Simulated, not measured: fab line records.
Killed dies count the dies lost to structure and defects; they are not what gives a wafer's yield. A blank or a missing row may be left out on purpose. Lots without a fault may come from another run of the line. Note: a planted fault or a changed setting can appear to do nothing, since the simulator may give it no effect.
A struck lot beside a sound one | flow sky130 | 34 out of 708 route steps
Sound: these wafers, L889.2, L889.4, L889.6. Struck: wafer L909.1. (L909.4, L909.6 of the same lot were not struck and are left out.) The cause comes at the end.
For every step that has rows: the tool of each side, followed by ch and its chambers, followed by its first start. Under that, the readings that differ: sound wafers | struck wafers | difference of the means | sigmas: that difference in standard deviations of wafers without a fault.
alike: same words and numbers on both sides, and readings whose means sit less than 2 such deviations apart. not compared: any withheld reading, any reading some wafer has no value for, any bound like >300 that may hide the same value, and any number with overlapping values for which the record gives no deviation.
A row with sigmas, a row that says differs or no value, or rows on one side alone: a step with any of these is where the two part. When numbers do not overlap yet have no deviation, they are printed without sigmas and do not part them. Lack of a reading on every wafer of one side parts them only where that side has two or more wafers.

first, 10 steps without rows for these wafers: SKY_VIA1_EXPOSE_09 (exposes mask VIM, target cd 150 nm); SKY_VIA1_PEB_10; SKY_VIA1_DEVELOP_11 (develop time 60 s); SKY_VIA1_ETCH_14 (etches BARC in N2/H2, stops on SiO2, time 45.9 s, target depth 60 nm); SKY_VIA1_ETCH_15 (etches SiO2 in C4F8/O2/Ar, stops on TiN, target depth 351 nm, time 54 s); SKY_VIA1_STRIP_16 (strips in O2/N2); SKY_VIA1_STRIP_17 (strips in post etch residue remover, time 1200 s); SKY_VIA1_CLEAN_18 (cleans in IPA, time 180 s); SKY_VIA1_CLEAN_19 (cleans in O3/DIW); SKY_VIA1_SPUTTER_20 (material TiN, target thk 20 nm, time 80 s).
SKY_VIA1_CVD_21: deposits W, target thk 270 nm, time 80.902 s.
  sound on cvd w-02 ch 0,1, day 35 03:59; struck on cvd w-02 ch 1, day 41 14:30
  alike: heater power w
then, 22 steps without rows for these wafers: SKY_VIA1_CMP_24 (polishes, stops on SiO2, t overpolish 15 s, target thk 0 nm); SKY_METAL2_SPUTTER_00 (material Ti, target thk 15 nm, time 10 s); SKY_METAL2_SPUTTER_01 (material TiN, target thk 20 nm, time 16.7 s); SKY_METAL2_SPUTTER_02 (material AlCu, target thk 250 nm, time 13.3 s); SKY_METAL2_SPUTTER_03 (material Ti, target thk 5 nm, time 3.3 s); SKY_METAL2_SPUTTER_04 (material TiN, target thk 70 nm, time 58.3 s); SKY_METAL2_DEHYDRATE_07 (time 60 s); SKY_METAL2_HMDS_08 (prime time 60 s); SKY_METAL2_COAT_09 (resist thk 60 nm); SKY_METAL2_COAT_10 (resist thk 450 nm); SKY_METAL2_SOFTBAKE_11 (time 90 s); SKY_METAL2_EXPOSE_12 (exposes mask MM2, target cd 140 nm); SKY_METAL2_PEB_13; SKY_METAL2_DEVELOP_14 (develop time 60 s); SKY_METAL2_DESCUM_17 (chemistry O2, time 8 s); SKY_METAL2_ETCH_18 (etches BARC in N2/H2, stops on SiO2, time 45.9 s, target depth 60 nm); SKY_METAL2_METAL_ETCH_19 (etches the open film in Cl2/BCl3, stops on SiO2, target depth 360 nm, time 78 s); SKY_METAL2_STRIP_20 (strips in O2/N2); SKY_METAL2_STRIP_21 (strips in post etch residue remover, time 1200 s); SKY_METAL2_CLEAN_22 (cleans in IPA, time 180 s); SKY_METAL2_CLEAN_23 (cleans in O3/DIW); SKY_VIA2_HDPCVD_00 (deposits SiO2, target thk 1180 nm, time 196.7 s).
-- the record jumps here: 10 days lie between the struck wafers' starts before and after (it left off in module VIA2 and takes up again in module PAD_OPEN, whose first step shown is number 708 of the route) --
SKY_PAD_OPEN_PROBE_99:
  struck on prober-01, day 51 15:24; sound on prober-02, day 46 23:18
  reading                               | sound               | struck | difference | sigmas
  defect limited yield (%)              | 83.7 86.2 84.8      | 70.3   | -14.6      | -7
  killed_at_M0_to_M3                    | 41 29 36            | 101    | +66        | +9
  killed dies                           | 80 68 75            | 146    | +72        | +7
  sort_bin_3_pad_short (%)              | 1.4 0.6 0.2         | 3.0    | +2.3       | +5
  sort_bin_5_function (%)               | 7.7 9.3 7.7         | 19.1   | +10.9      | +7
  sort n pass                           | 412 424 417         | 346    | -72        | -7
  sort yield pct (%)                    | 83.7 86.2 84.8      | 70.3   | -14.6      | -7
  model.etest.tester.sort n pass        | 412 424 417         | 346    | -72        |
  model.etest.tester.sort yield pct (%) | 83.74 86.18 84.76   | 70.33  | -14.56     |
  model.etest.tester.sort_bin_5_pct (%) | 7.724 9.35 7.724    | 19.11  | +10.84     |
  model.etest.tester.sort_bin_3_pct (%) | 1.423 0.6098 0.2033 | 3.049  | +2.304     |
  alike: killed_at_M4_up, killed at contacts, killed at front end, killed at other, killed open, killed short, sort_bin_6_memory

## WHERE THEY PART
Only at SKY_PAD_OPEN_PROBE_99, within this record.

WHY: the cause the simulator had injected
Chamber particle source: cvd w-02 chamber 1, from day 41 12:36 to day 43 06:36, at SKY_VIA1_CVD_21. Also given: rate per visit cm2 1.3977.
